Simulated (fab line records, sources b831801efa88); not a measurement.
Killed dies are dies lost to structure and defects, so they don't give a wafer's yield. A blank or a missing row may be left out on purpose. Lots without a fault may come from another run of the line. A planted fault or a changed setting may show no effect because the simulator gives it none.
One fault seen from 2 desks | flow gf180mcu | each desk has only its own numbers; what lay behind them comes last

THE METROLOGY DESK
What the gauges read, lot by lot, whatever tool the lot ran on: means of the sampled wafers that have a number. A lot is out of limits, marked OUT, if its mean lies more than 4 standard deviations from the usual mean; the brackets give that distance.
Columns: A = DUAL_GATE_OVL at GF_DUAL_GATE_OVL_MEAS_11, usual 0.0 nm; B = cd_nm at GF_HV_LDD_CD_MEAS_07, usual 399.0 nm
lot  | first seen here | A    | B
L875 | day 8 10:17     | 2.6  | 399.7
L876 | day 8 13:14     | -0.3 | 400.9
L877 | day 8 17:19     | 2.0  | 396.3
L882 | day 10 11:09    | -1.9 | 416.8 (+7.4) OUT
L884 | day 10 22:35    | -1.5 | 408.9 (+4.1) OUT
L888 | day 11 23:56    | 0.6  | 400.3
L890 | day 12 12:22    | 0.1  | 399.6
L891 | day 12 19:17    | -0.9 | 400.7
L893 | day 14 01:04    | 0.2  | 400.3
L894 | day 14 07:08    | -1.1 | 401.8
L895 | day 14 10:01    | 0.2  | 392.2
L896 | day 14 13:03    | 0.4  | 401.2
L897 | day 14 21:32    | -1.1 | 398.8
L898 | day 15 05:17    | -0.2 | 397.6
This desk's finding: out of limits on L882, L884; first on L882, day 12 04:48 (cd_nm at GF_HV_LDD_CD_MEAS_07). In limits: L875, L876, L877, L888, L890, L891, L893, L894, L895, L896, L897, L898.

THE TOOL OWNER'S DESK: litho_track-02
The tool's own readings at GF_HV_LDD_DEVELOP_06 (develop time 60 s): means of the sampled wafers that have a number, for each lot that ran on this tool. A lot is out of limits, marked OUT, if its mean lies more than 4 standard deviations from the usual mean; the brackets give that distance.
Columns: A = developer_temp_C at GF_HV_LDD_DEVELOP_06, usual 23.00 C
lot  | first seen here | A
L875 | day 10 02:25    | 23.24
L877 | day 10 10:07    | 22.99
L882 | day 12 04:40    | 23.03
L884 | day 12 17:38    | 23.09
L898 | day 17 05:37    | 22.95
This desk's finding: nothing out of limits on any of the 5 lots.

PUT TOGETHER
The metrology desk could have raised an alarm at day 12 04:48, on L882, L884.
The tool owner's desk saw nothing out of limits.
The tool owner's desk has L882, L884 on record, within its limits.
Of the lots named, all ran GF_HV_LDD_DEVELOP_06 on litho_track-02.

WHAT THE SIMULATOR HAD PUT IN
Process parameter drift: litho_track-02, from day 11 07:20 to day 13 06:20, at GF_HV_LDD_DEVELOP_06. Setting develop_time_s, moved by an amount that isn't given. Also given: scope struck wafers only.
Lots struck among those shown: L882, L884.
Hours from the fault's start to each desk's first reading out of limits: the metrology desk, 21.
